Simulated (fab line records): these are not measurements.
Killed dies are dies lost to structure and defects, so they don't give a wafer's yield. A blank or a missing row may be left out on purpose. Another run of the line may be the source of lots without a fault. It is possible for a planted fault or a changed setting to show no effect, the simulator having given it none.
Split-lot study || flow sfq_line || 23 wafers read from 5 lots, route of 325 steps

THE SPLIT ITSELF
At SFQ_TRILAYER_M0_DEP_SPUTTER_019 (material Nb, target thk 200 nm, time 133.3 s), the setting time_s was moved away from the recipe's 133.3 s on 11 of the 23 wafers read, by +6.2% to +13.4%. For the rest of the wafers, this setting stayed at what the recipe calls for.

FROM THE SPLIT TO THE READING: what the file shows between them, 5 steps
- SFQ_M0_RS_MEAS_904: measures by four-point-probe
- SFQ_TRILAYER_M0_LITHO_COAT_021: resist thk 600 nm (also split here: spin_rpm)
- SFQ_TRILAYER_M0_LITHO_PEB_024: peb time 60 s (also split here: peb_temp_c)
- SFQ_TRILAYER_M0_LITHO_DEVELOP_023: time 60 s
- SFQ_TRILAYER_M0_BARC_OPEN_METAL_ETCH_031: etches BARC in O2, target depth 125 nm, time 41.7 s

THE READING
oes_product_au, in a.u., at SFQ_TRILAYER_M0_ETCH_METAL_ETCH_024 (etches Nb in Cl2/Ar, stops on SiO2, target depth 240 nm, time 120 s). Fault-free wafers of this fab line usually give 0.895 a.u., standard deviation 0.0083 a.u.

{"wafer": "L074.3", "tool, chamber at the split": "pvd_sputter-06, -", "time_s as run, s": 133.3, "against the recipe": "recipe", "oes_product_au, a.u.": 0.903, "against lot-mates on the recipe": "-"}
{"wafer": "L074.4", "tool, chamber at the split": "pvd_sputter-06, -", "time_s as run, s": 133.3, "against the recipe": "recipe", "oes_product_au, a.u.": 0.889, "against lot-mates on the recipe": "-"}
{"wafer": "L074.5", "tool, chamber at the split": "pvd_sputter-06, -", "time_s as run, s": 133.3, "against the recipe": "recipe", "oes_product_au, a.u.": 0.886, "against lot-mates on the recipe": "-"}
{"wafer": "L078.1", "tool, chamber at the split": "pvd_sputter-04, -", "time_s as run, s": 133.3, "against the recipe": "recipe", "oes_product_au, a.u.": 0.897, "against lot-mates on the recipe": "-"}
{"wafer": "L078.2", "tool, chamber at the split": "pvd_sputter-04, -", "time_s as run, s": 133.3, "against the recipe": "recipe", "oes_product_au, a.u.": 0.891, "against lot-mates on the recipe": "-"}
{"wafer": "L078.4", "tool, chamber at the split": "pvd_sputter-04, -", "time_s as run, s": 149.9, "against the recipe": "+12.5%", "oes_product_au, a.u.": 0.955, "against lot-mates on the recipe": "+0.065"}
{"wafer": "L078.5", "tool, chamber at the split": "pvd_sputter-04, -", "time_s as run, s": 133.3, "against the recipe": "recipe", "oes_product_au, a.u.": 0.883, "against lot-mates on the recipe": "-"}
{"wafer": "L078.6", "tool, chamber at the split": "pvd_sputter-04, -", "time_s as run, s": 149.9, "against the recipe": "+12.5%", "oes_product_au, a.u.": 0.964, "against lot-mates on the recipe": "+0.074"}
{"wafer": "L079.1", "tool, chamber at the split": "pvd_sputter-03, -", "time_s as run, s": 151.1, "against the recipe": "+13.4%", "oes_product_au, a.u.": 0.965, "against lot-mates on the recipe": "+0.078"}
{"wafer": "L079.2", "tool, chamber at the split": "pvd_sputter-03, -", "time_s as run, s": 151.1, "against the recipe": "+13.4%", "oes_product_au, a.u.": 0.953, "against lot-mates on the recipe": "+0.066"}
{"wafer": "L079.3", "tool, chamber at the split": "pvd_sputter-03, -", "time_s as run, s": 133.3, "against the recipe": "recipe", "oes_product_au, a.u.": 0.890, "against lot-mates on the recipe": "-"}
{"wafer": "L079.4", "tool, chamber at the split": "pvd_sputter-03, -", "time_s as run, s": 151.1, "against the recipe": "+13.4%", "oes_product_au, a.u.": 0.961, "against lot-mates on the recipe": "+0.074"}
{"wafer": "L079.6", "tool, chamber at the split": "pvd_sputter-03, -", "time_s as run, s": 133.3, "against the recipe": "recipe", "oes_product_au, a.u.": 0.885, "against lot-mates on the recipe": "-"}
{"wafer": "L083.1", "tool, chamber at the split": "pvd_sputter-04, -", "time_s as run, s": 141.6, "against the recipe": "+6.2%", "oes_product_au, a.u.": 0.946, "against lot-mates on the recipe": "+0.057"}
{"wafer": "L083.2", "tool, chamber at the split": "pvd_sputter-04, -", "time_s as run, s": 141.6, "against the recipe": "+6.2%", "oes_product_au, a.u.": 0.912, "against lot-mates on the recipe": "+0.023"}
{"wafer": "L083.4", "tool, chamber at the split": "pvd_sputter-04, -", "time_s as run, s": 133.3, "against the recipe": "recipe", "oes_product_au, a.u.": 0.879, "against lot-mates on the recipe": "-"}
{"wafer": "L083.5", "tool, chamber at the split": "pvd_sputter-04, -", "time_s as run, s": 133.3, "against the recipe": "recipe", "oes_product_au, a.u.": 0.898, "against lot-mates on the recipe": "-"}
{"wafer": "L083.6", "tool, chamber at the split": "pvd_sputter-04, -", "time_s as run, s": 141.6, "against the recipe": "+6.2%", "oes_product_au, a.u.": 0.914, "against lot-mates on the recipe": "+0.025"}
{"wafer": "L084.1", "tool, chamber at the split": "pvd_sputter-03, -", "time_s as run, s": 148.9, "against the recipe": "+11.7%", "oes_product_au, a.u.": 0.971, "against lot-mates on the recipe": "+0.083"}
{"wafer": "L084.2", "tool, chamber at the split": "pvd_sputter-03, -", "time_s as run, s": 133.3, "against the recipe": "recipe", "oes_product_au, a.u.": 0.880, "against lot-mates on the recipe": "-"}
{"wafer": "L084.3", "tool, chamber at the split": "pvd_sputter-03, -", "time_s as run, s": 133.3, "against the recipe": "recipe", "oes_product_au, a.u.": 0.896, "against lot-mates on the recipe": "-"}
{"wafer": "L084.4", "tool, chamber at the split": "pvd_sputter-03, -", "time_s as run, s": 148.9, "against the recipe": "+11.7%", "oes_product_au, a.u.": 0.944, "against lot-mates on the recipe": "+0.056"}
{"wafer": "L084.5", "tool, chamber at the split": "pvd_sputter-03, -", "time_s as run, s": 148.9, "against the recipe": "+11.7%", "oes_product_au, a.u.": 0.957, "against lot-mates on the recipe": "+0.069"}

FIT RESULTS
A straight line over all 23 wafers: oes_product_au changes by +0.00549 a.u. for each +1% of time_s; r = +0.96; the points scatter about the line by 0.0095 a.u.
The same after taking each lot's own level away (the mean of its wafers on the recipe; 23 wafers): +0.00561 a.u. for each +1%; r = +0.96; scatter 0.0094 a.u.
The reading moves by 0.075 a.u. for the largest change in time_s, on that fit.
The lots' own levels span 0.8875 to 0.8927 a.u., that is 0.6 times the standard deviation above.
The two slopes agree, so the slope changes little with the lot-to-lot level.
Check: +0.0746 a.u. against its lot-mates is what the line predicts for one of the wafers moved furthest among these (+13.4%) when that wafer is left out of the fit. It came out at +0.0775 a.u. against them.

ADDITIONAL SPLITS CARRIED BY THESE WAFERS
These wafers also went through other splits before the reading. Each is held against what the fit with the lots' levels taken away leaves over:
{"other split on the same wafers": "SFQ_TRILAYER_INCOMING_OXIDATION_002 temp_c", "wafers away from the commonest value": 18, "r with oes_product_au (lot level and that fit taken away)": -0.03}
{"other split on the same wafers": "SFQ_TRILAYER_L0_LITHO_PEB_008 peb_time_s", "wafers away from the commonest value": 6, "r with oes_product_au (lot level and that fit taken away)": -0.05}
{"other split on the same wafers": "SFQ_TRILAYER_L0_BARC_OPEN_METAL_ETCH_010 bias_w", "wafers away from the commonest value": 10, "r with oes_product_au (lot level and that fit taken away)": -0.14}
{"other split on the same wafers": "SFQ_TRILAYER_L0_VIA_LITHO_PEB_016 peb_temp_c", "wafers away from the commonest value": 7, "r with oes_product_au (lot level and that fit taken away)": "+0.11"}
{"other split on the same wafers": "SFQ_TRILAYER_M0_LITHO_COAT_021 spin_rpm", "wafers away from the commonest value": 6, "r with oes_product_au (lot level and that fit taken away)": -0.55}
{"other split on the same wafers": "SFQ_TRILAYER_M0_LITHO_PEB_024 peb_temp_c", "wafers away from the commonest value": 11, "r with oes_product_au (lot level and that fit taken away)": -0.11}

THE WHOLE CHAIN: every reading that the file lists as answering this split, in the file's order
{"step": "SFQ_TRILAYER_M0_DEP_SPUTTER_019", "what it does": "material Nb, target thk 200 nm, time 133.3 s", "reading": "Nb_of_TRILAYER_M0_DEP_SPUTTER_019.thk_nm (the simulator's own value, which no gauge read)", "change (the file's fit)": "+2.09 nm for each +1% of the setting", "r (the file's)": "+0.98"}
{"step": "SFQ_M0_RS_MEAS_904", "what it does": "measures by four-point-probe", "reading": "M0_NB_RS", "change (the file's fit)": "-0.00846 for each +1% of the setting", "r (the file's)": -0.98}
{"step": "SFQ_TRILAYER_M0_ETCH_METAL_ETCH_024", "what it does": "etches Nb in Cl2/Ar, stops on SiO2, target depth 240 nm, time 120 s", "reading": "oes_product_au", "change (the file's fit)": "+0.00561 a.u. for each +1% of the setting", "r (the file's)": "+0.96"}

THE FILE'S OWN FIT
oes_product_au changes by +0.00561 a.u. for each +1% of time_s, r = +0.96.
